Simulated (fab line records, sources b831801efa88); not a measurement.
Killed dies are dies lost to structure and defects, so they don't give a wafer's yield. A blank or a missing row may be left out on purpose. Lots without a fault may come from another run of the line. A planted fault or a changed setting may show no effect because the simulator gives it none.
fab line records | flow sky130
record lots=5 wafers=14 last_day=51
route steps=708 shown SONOS_ONO@181 GATE_OXIDE@187 PAD_OPEN@708
lots that met no fault: from a run of the same line without faults
start_h: hours from the record's first day to the start of the lot's first wafer shown | wait_h: hours since the lot's step before | " the same as in the row above | L1.1+2: a row that stands for several wafers | - no value, or no start given | * or withheld: withheld | < > ~ a bound
route shown NAME@n: a module of which the file shows steps, and the number in the route of the first | usual: mean/standard deviation of fault-free wafers | same: alike in all rows | chamber/n: place in a boat | sites: the reading at each site | _std_site: their standard deviation | _edge_site: outer sites' mean less inner sites' | radius_mm: how far each site lies from the wafer's centre | mask NAME#n: copy n | behind: the tool/chamber that last shaped the wafer | hold: why the lot was held/for how many hours/how that ended | device: the transistor (n, p or np) that didn't switch | end of line: the same wafers' tests at the end of the route | a step without rows: its recipe alone | killed: dies lost to structure and defects at the first sort, not the wafer's yield | map: a wafer's dies, x killed, . not, _ none there
set.NAME: the setting as run; set.NAME@STEP: as run at that earlier step | model.NAME: the simulator's own value behind a step, which no gauge read
lots at some steps of the route; a table a step, a row a wafer
services: from which hour (start_h, from the record's first day; less than 0 if before it) a tool's chamber was out of use, for how many hours, and why
## steps
# step SKY_SONOS_ONO_CD_MEAS_13
# recipe target_cd_nm=410
# usual cd_nm=410.4/2.5
# columns lot.wafer tool chamber start_h wait_h cd_nm
L625.2 cd_sem-02 - 291.65 0.1 412.0
L625.4 " - " " 412.1
L625.5 " - " " 413.1
L632.3 cd_sem-02 - 347.64 0.1 404.3
L632.4 " - " " 403.9
L632.6 " - " " 403.3
L638.2 cd_sem-01 - 408.96 0.1 412.6
L638.4 " - " " 412.6
L641.1 cd_sem-02 - 435.34 0.1 408.5
L641.3 " - " " 409.1
L641.4 " - " " 409.4
L648.1 cd_sem-02 - 478.93 0.1 409.2
L648.4 " - " " 412.1
L648.6 " - " " 412.1
# step SKY_SONOS_ONO_OVL_MEAS_14
# usual SONOS_ONO_OVL=-0.9/1.5
# columns lot.wafer tool chamber start_h wait_h SONOS_ONO_OVL[nm]
L625.2 overlay-01 - 291.76 0.1 -1.3
L625.4 " - " " -1.0
L625.5 " - " " -1.5
L632.3 overlay-02 - 347.73 0.1 -1.8
L632.4 " - " " -1.2
L632.6 " - " " -1.0
L638.2 overlay-01 - 409.07 0.1 -2.1
L638.4 " - " " 0.4
L641.1 overlay-01 - 435.46 0.1 -1.1
L641.3 " - " " -1.8
L641.4 " - " " -2.1
L648.1 overlay-02 - 479.05 0.1 0.2
L648.4 " - " " -0.5
L648.6 " - " " -0.2
# step SKY_SONOS_ONO_ETCH_15
# recipe target_depth_nm=19.52 chemistry=CHF3/O2 source_w=600 bias_w=200 pressure_mtorr=40 chf3_flow_sccm=50 O2_flow_sccm=5 time_s=7.8
# usual chamber_pressure_mTorr=40.00/0.035 drypump_motor_current_A=5.8/0.39 oes_product_au=1.006/0.013 throttle_valve_pct=8.826/0.0092
# columns lot.wafer tool chamber start_h wait_h chamber_pressure_mTorr drypump_motor_current_A oes_product_au rf_hours_counter_h throttle_valve_pct
L625.2 rie_diel-01 1 291.79 0.0 39.92 5.8 1.015 10 8.831
L625.4 " 3 " " 40.01 6.3 1.003 79 8.807
L625.5 " 1 " " 39.95 5.8 0.998 - 8.821
L632.3 rie_diel-01 1 347.75 0.0 40.00 5.8 1.008 11 8.812
L632.4 " 2 " " 40.00 6.2 0.992 61 8.829
L632.6 " 0 " " 40.04 5.8 1.022 - 8.842
L638.2 rie_diel-03 2 409.10 0.0 39.97 5.6 1.005 10 8.822
L638.4 " 1 " " 39.96 5.5 0.998 4 8.822
L641.1 rie_diel-03 3 435.50 0.0 40.00 5.1 0.977 6 8.822
L641.3 " 1 " " 39.99 5.5 1.002 4 8.825
L641.4 " 0 " " 39.96 6.0 1.007 8 8.812
L648.1 rie_diel-02 0 479.09 0.0 40.03 5.3 1.020 3 8.828
L648.4 " 2 " " 39.98 6.4 1.011 - 8.808
L648.6 " 0 " " 39.98 5.3 1.012 - 8.836
# step SKY_SONOS_ONO_WET_ETCH_16
# recipe chemistry=dHF target_depth_nm=14 dry=n2_spin target=SiO2 dilution=100:1 temp_c=25 time_s=280
# step SKY_SONOS_ONO_STRIP_17
# recipe chemistry=O2/N2 power_w=1400 pressure_mtorr=1500 platen_temp_c=withheld o2_flow_sccm=3000 n2_flow_sccm=300 overash_fraction=0.5
# usual chamber_pressure_mTorr=1500.0/1.4 drypump_motor_current_A=5.8/0.6 oes_product_au=0.710/0.0045 strip_time_to_endpoint_s=14.09/0.045
# columns lot.wafer tool chamber start_h wait_h chamber_pressure_mTorr drypump_motor_current_A oes_product_au rf_hours_counter_h strip_time_to_endpoint_s
L625.2 plasma_asher-02 1 291.89 0.0 1499.7 4.7 0.706 62 14.14
L625.4 " 0 " " 1499.4 6.2 0.712 - 14.13
L625.5 " 0 " " 1499.1 6.2 0.714 - 14.13
L632.3 plasma_asher-03 1 347.89 0.0 1499.7 6.2 0.709 - 14.02
L632.4 " 0 " " 1499.9 5.6 0.711 - 14.04
L632.6 " 0 " " 1499.2 5.6 0.710 - 14.02
L638.2 plasma_asher-02 0 409.22 0.0 1501.0 6.2 0.716 73 14.11
L638.4 " 0 " " 1498.6 6.2 0.710 - 14.11
L641.1 plasma_asher-03 0 435.61 0.0 1497.2 5.6 0.710 29 14.10
L641.3 " 1 " " 1501.5 6.2 0.708 - 14.08
L641.4 " 0 " " 1500.7 5.6 0.706 - 14.08
L648.1 plasma_asher-04 0 479.20 0.0 1502.6 5.9 0.714 60 14.05
L648.4 " 0 " " 1500.5 5.9 0.709 - 14.04
L648.6 " 0 " " 1498.8 5.9 0.710 - 14.05
# step SKY_SONOS_ONO_WET_ETCH_18
# recipe chemistry=H3PO4 target_depth_nm=15 target=Si3N4 temp_c=160 time_s=172
# step SKY_GATE_OXIDE_CLEAN_00
# recipe chemistry=SC1/SC2 mix=1:4:20 temp_c=70 time_s=150 dry=n2_spin
# step SKY_GATE_OXIDE_OXIDATION_01
# recipe temp_c=900 ambient=O2 stabilise_s=600 purge_s=300 target_thk_a=102.68 ox_time_s=1473
# step SKY_GATE_OXIDE_THK_MEAS_02
# recipe reads=SiO2_of_GATE_OXIDE_OXIDATION_01
# usual GATE_OXIDE_OXIDATION_00_THK=10.20/0.25
# columns lot.wafer tool chamber start_h wait_h GATE_OXIDE_OXIDATION_00_THK[nm]
L625.2 film_metro-04 - 293.79 0.0 10.69
L625.4 " - " " 10.42
L625.5 " - " " 10.71
L632.3 film_metro-01 - 349.51 0.0 10.19
L632.4 " - " " 10.18
L632.6 " - " " 10.26
L638.2 film_metro-03 - 412.53 0.0 10.02
L638.4 " - " " 9.86
L641.1 film_metro-03 - 437.47 0.0 9.63
L641.3 " - " " 9.77
L641.4 " - " " 9.88
L648.1 film_metro-01 - 482.28 0.0 10.44
L648.4 " - " " 10.39
L648.6 " - " " 10.39
# step SKY_GATE_OXIDE_DEHYDRATE_03
# recipe temp_c=200 time_s=60
# step SKY_GATE_OXIDE_HMDS_04
# recipe prime_time_s=60 prime_temp_c=120
# step SKY_GATE_OXIDE_COAT_05
# recipe resist=NOVOLAK spin_rpm=3000 resist_thk_nm=1140
# step SKY_GATE_OXIDE_SOFTBAKE_06
# recipe temp_c=90 time_s=60 resist=NOVOLAK
# usual heater_power_total_W=56.60/0.046 run_length_s=89.17/0.13
# columns lot.wafer tool chamber start_h wait_h heater_power_total_W run_length_s
L625.2 litho_track-04 0 307.11 0.1 56.67 89.09
L625.4 " 0 " " 56.66 89.34
L625.5 " 0 " " 56.61 89.17
L632.3 litho_track-03 0 364.46 0.1 56.64 89.26
L632.4 " 0 " " 56.57 89.07
L632.6 " 0 " " 56.62 89.01
L638.2 litho_track-03 0 427.19 0.1 56.56 89.11
L638.4 " 0 " " 71.91 57.39
L641.1 litho_track-02 0 452.75 0.1 56.68 89.16
L641.3 " 0 " " 56.63 89.32
L641.4 " 0 " " 56.60 89.10
L648.1 litho_track-02 0 497.50 0.1 56.53 89.24
L648.4 " 0 " " 56.60 89.29
L648.6 " 0 " " 56.55 89.26
# step SKY_GATE_OXIDE_EXPOSE_07
# recipe mask_id=LVOM na=0.6 source_shape=conventional sigma_outer=0.6 polarization=unpolarized target_cd_nm=600 dose_mj=170
# step SKY_GATE_OXIDE_PEB_08
# recipe temp_c=withheld time_s=* resist=NOVOLAK
# step SKY_GATE_OXIDE_DEVELOP_09
# recipe resist=NOVOLAK developer=TMAH develop_time_s=60 dev_temp_c=23
# columns lot.wafer tool chamber start_h wait_h model.NOVOLAK_of_GATE_OXIDE_COAT_05.thk_nm
L625.2 litho_track-03 0 321.49 0.1 1139
L625.4 " 0 " " 1140
L625.5 " 0 " " 1135
L632.3+6 litho_track-02 0 380.05 0.1 1139
L632.4 " 0 " " 1136
L638.2 litho_track-04 0 441.86 0.1 1139
L638.4 " 0 " " 1162
L641.1 litho_track-02 0 468.85 0.1 1137
L641.3 " 0 " " 1140
L641.4 " 0 " " 1139
L648.1 litho_track-04 0 512.73 0.1 1137
L648.4 " 0 " " 1138
L648.6 " 0 " " 1136
# step SKY_GATE_OXIDE_OVL_MEAS_10
# usual GATE_OXIDE_OVL=-1.5/1.4
# columns lot.wafer tool chamber start_h wait_h GATE_OXIDE_OVL[nm]
L625.2 overlay-02 - 321.62 0.1 -1.2
L625.4 " - " " -2.5
L625.5 " - " " -0.2
L632.3 overlay-01 - 380.16 0.1 -1.1
L632.4 " - " " -1.5
L632.6 " - " " -3.1
L638.2 overlay-02 - 441.99 0.1 0.1
L638.4 " - " " 1.8
L641.1 overlay-01 - 469.00 0.1 -1.3
L641.3 " - " " -2.4
L641.4 " - " " -0.2
L648.1 overlay-01 - 512.88 0.1 -2.8
L648.4 " - " " -4.3
L648.6 " - " " -4.0
# step SKY_GATE_OXIDE_IMPLANT_11
# recipe species=B energy_kev=10 dose_cm2=2.6e+12 tilt_deg=withheld
# step SKY_GATE_OXIDE_WET_ETCH_12
# recipe chemistry=dHF target_depth_nm=16.8 dry=n2_spin target=SiO2 dilution=100:1 temp_c=25 time_s=336
# step SKY_GATE_OXIDE_STRIP_13
# recipe chemistry=O2/N2 power_w=1400 pressure_mtorr=1500 platen_temp_c=withheld o2_flow_sccm=3000 n2_flow_sccm=300 overash_fraction=0.5
# usual chamber_pressure_mTorr=1500.0/1.4 drypump_motor_current_A=5.7/0.56 oes_product_au=0.715/0.0047 strip_time_to_endpoint_s=14.18/0.038
# columns lot.wafer tool chamber start_h wait_h chamber_pressure_mTorr drypump_motor_current_A oes_product_au rf_hours_counter_h strip_time_to_endpoint_s
L625.2 plasma_asher-03 1 322.00 0.0 1500.9 6.3 0.715 18 14.15
L625.4 " 0 " " 1501.1 5.6 0.713 - 14.17
L625.5 " 1 " " 1499.4 6.3 0.714 - 14.12
L632.3 plasma_asher-02 0 380.47 0.0 1502.4 6.2 0.712 - 14.18
L632.4 " 1 " " 1501.0 4.7 0.714 - 14.12
L632.6 " 0 " " 1500.1 6.2 0.708 - 14.18
L638.2 plasma_asher-01 1 442.27 0.0 1501.8 6.2 0.711 1 14.18
L638.4 " 1 " " 1501.7 6.2 0.712 - 14.42
L641.1 plasma_asher-03 1 469.29 0.0 1499.0 6.3 0.717 33 14.16
L641.3 " 0 " " 1498.8 5.6 0.715 - 14.19
L641.4 " 1 " " 1501.7 6.2 0.716 - 14.16
L648.1 plasma_asher-03 1 513.17 0.0 1499.4 6.2 0.714 37 14.16
L648.4 " 1 " " 1500.6 6.2 0.707 - 14.16
L648.6 " 0 " " 1500.0 5.6 0.711 - 14.14
# step SKY_GATE_OXIDE_TW_MEAS_14
# usual GATE_OXIDE_TW=225.0/2.8
# columns lot.wafer tool chamber start_h wait_h GATE_OXIDE_TW
L625.2 film_metro-04 - 322.11 0.1 227.7
L625.4 " - " " 228.2
L625.5 " - " " 228.3
L632.3 film_metro-03 - 380.56 0.1 220.4
L632.4 " - " " 222.3
L632.6 " - " " 221.5
L638.2 film_metro-01 - 442.38 0.1 225.5
L638.4 " - " " 225.8
L641.1 film_metro-03 - 469.39 0.1 222.9
L641.3 " - " " 223.2
L641.4 " - " " 222.4
L648.1 film_metro-01 - 513.27 0.1 225.1
L648.4 " - " " 225.4
L648.6 " - " " 224.5
# step SKY_PAD_OPEN_PROBE_99
# usual killed_at_M0_to_M3=43/7 killed_at_M4_up=3.1/1.5 killed_at_contacts=23/4.9 killed_at_front_end=16/3.9 killed_at_other=0.3/0.52 killed_dies=86/8.2 killed_open=47/6.1 killed_short=38/5.8
# same gross_dies=492 killed_at_back_side=0
# columns lot.wafer tool chamber start_h wait_h killed_at_M0_to_M3 killed_at_M4_up killed_at_contacts killed_at_front_end killed_at_other killed_dies killed_open killed_short
L625.2 prober-02 - 1112.20 0.1 48 2 25 15 0 90 50 40
L625.4 prober-02 - 1112.30 0.2 43 5 30 25 0 103 59 44
L625.5 prober-02 - 1112.35 0.2 43 3 26 13 0 85 49 36
# killed by level:class
L625.2 VIA2:geometric_particle:open=9 VIA1:geometric_particle:open=7 CONTACT:geometric_particle:open=7 VIA3:geometric_particle:open=7 CONTACT:geometric_particle:short=6 METAL2:geometric_particle:short=6 POLY_GATE:geometric_particle:short=5 LI_CONTACT:geometric_particle:open=5
L625.4 LI_CONTACT:geometric_particle:open=12 CONTACT:geometric_particle:open=10 VIA3:geometric_particle:open=9 POLY_GATE:geometric_particle:open=9 METAL3:geometric_particle:short=7 POLY_GATE:geometric_particle:short=6 VIA1:geometric_particle:open=6 VIA1:geometric_particle:short=5
L625.5 VIA1:geometric_particle:open=11 CONTACT:geometric_particle:open=9 METAL2:geometric_particle:short=7 POLY_GATE:geometric_particle:open=6 LI_CONTACT:geometric_particle:open=6 VIA3:geometric_particle:open=6 VIA2:geometric_particle:open=5 VIA3:geometric_particle:short=5
## services
# columns tool chamber start_h hours kind
plasma_asher-03 - 285.26 1.2 repair
rie_diel-01 - 285.35 0.5 repair
rie_diel-03 3 300.00 8.0 repair
plasma_asher-04 - 300.29 2.8 pm
rie_diel-02 0 314.94 - clean
rie_diel-02 0 314.94 22.4 scheduled_down
rie_diel-02 0 314.94 22.4 vent_cycle
rie_diel-02 0 353.36 9.4 repair
plasma_asher-02 - 354.37 0.5 repair
rie_diel-01 1 369.21 6.4 repair
rie_diel-03 2 384.39 14.5 repair
rie_diel-03 1 387.49 7.4 repair
plasma_asher-02 - 396.97 2.3 repair
plasma_asher-01 - 421.25 9.0 pm
rie_diel-02 1 435.93 3.4 repair
rie_diel-01 0 437.29 6.0 repair
plasma_asher-02 - 438.12 1.5 repair
rie_diel-02 3 474.99 9.4 repair
plasma_asher-02 - 487.03 4.3 pm
rie_diel-01 0 500.97 - clean
rie_diel-01 0 500.97 25.6 scheduled_down
rie_diel-01 0 500.97 25.6 vent_cycle
rie_diel-03 0 504.83 11.9 repair
rie_diel-01 - 512.44 1.0 repair
## key
first_sign step=SKY_GATE_OXIDE_SOFTBAKE_06 reading=heater_power_total_W direction=up sigmas=99+ usual=* struck=*
effect step=SKY_GATE_OXIDE_SOFTBAKE_06 reading=run_length_s direction=down sigmas=99+ usual=* struck=*
effect step=SKY_GATE_OXIDE_STRIP_13 reading=strip_time_to_endpoint_s direction=up sigmas=6.3 usual=* struck=*
model_effect step=SKY_GATE_OXIDE_DEVELOP_09 value=NOVOLAK_of_GATE_OXIDE_COAT_05.thk_nm without=1141 struck=1162
met_at SKY_GATE_OXIDE_SOFTBAKE_06
struck_wafers L638.4
tester_left_out L638
onset_between 364.46 427.19
fault kind=process_parameter_drift tool=litho_track-03 chamber=- onset_h=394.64 steps=SKY_GATE_OXIDE_SOFTBAKE_06 channel=time_s offset=* shape=step end_h=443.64 scope=struck_wafers_only acts_in=* stated=*
# tester_left_out: of these lots the tester's yield and bins aren't shown, on N5 and GAA mostly nor the transistor test; their killed dies are dies lost to structure and defects alone, not to doping, threshold or leakage, so they don't give the yield
